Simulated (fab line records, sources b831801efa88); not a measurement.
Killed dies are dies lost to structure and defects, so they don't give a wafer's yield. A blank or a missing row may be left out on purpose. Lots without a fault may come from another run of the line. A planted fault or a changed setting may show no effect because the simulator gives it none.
Chamber matching | flow sky130 | SKY_PASSIVATION_CVD_00 on pecvd-03: 3 sister chambers
The step deposits SiO2, target thk 90 nm. 6 wafers are shown with their chamber, then 7 later ones without.

WAFERS WITH THEIR CHAMBER
wafer  | chamber | heater_power_w (W)
L906.1 | 0       | 648
L910.1 | 0       | 712
L918.2 | 1       | 636
L918.5 | 1       | 642
L921.1 | 2       | 612
L921.3 | 2       | 600

WAFERS WITHOUT THEIR CHAMBER
wafer  | heater_power_w (W)
L921.4 | 655
L923.1 | 636
L923.3 | 753
L923.6 | 662
L924.1 | 519
L924.4 | 640
L924.5 | 531

WHICH CHAMBER EACH WENT THROUGH
wafer  | from the rows above          | in truth
L921.4 | can't be placed: 1 or 0 or 2 | 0
L923.1 | can't be placed: 1 or 2 or 0 | 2
L923.3 | can't be placed: 0 or 1      | 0
L923.6 | can't be placed: 0 or 1 or 2 | 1
L924.1 | can't be placed: 2 or 1      | 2
L924.4 | can't be placed: 1 or 2 or 0 | 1
L924.5 | can't be placed: 2 or 1      | 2
Placed correctly: 0 of 7. Can't be placed from these rows: 7 (the true chamber is among the candidates in 7). Placed wrongly: 0.
How it was worked out, from the rows above alone: a wafer's distance from a chamber is the root of the sum, over the readings, of the square of ((its reading less the chamber's mean) divided by the reading's scatter). The wafer belongs to the nearest chamber; if the next one is less than 2 further off, it can't be placed. A chamber's mean is the mean of its shown wafers. The scatter: the root of (the sum of the squares of (reading less its chamber's mean) over the shown wafers, divided by (wafers less chambers)).
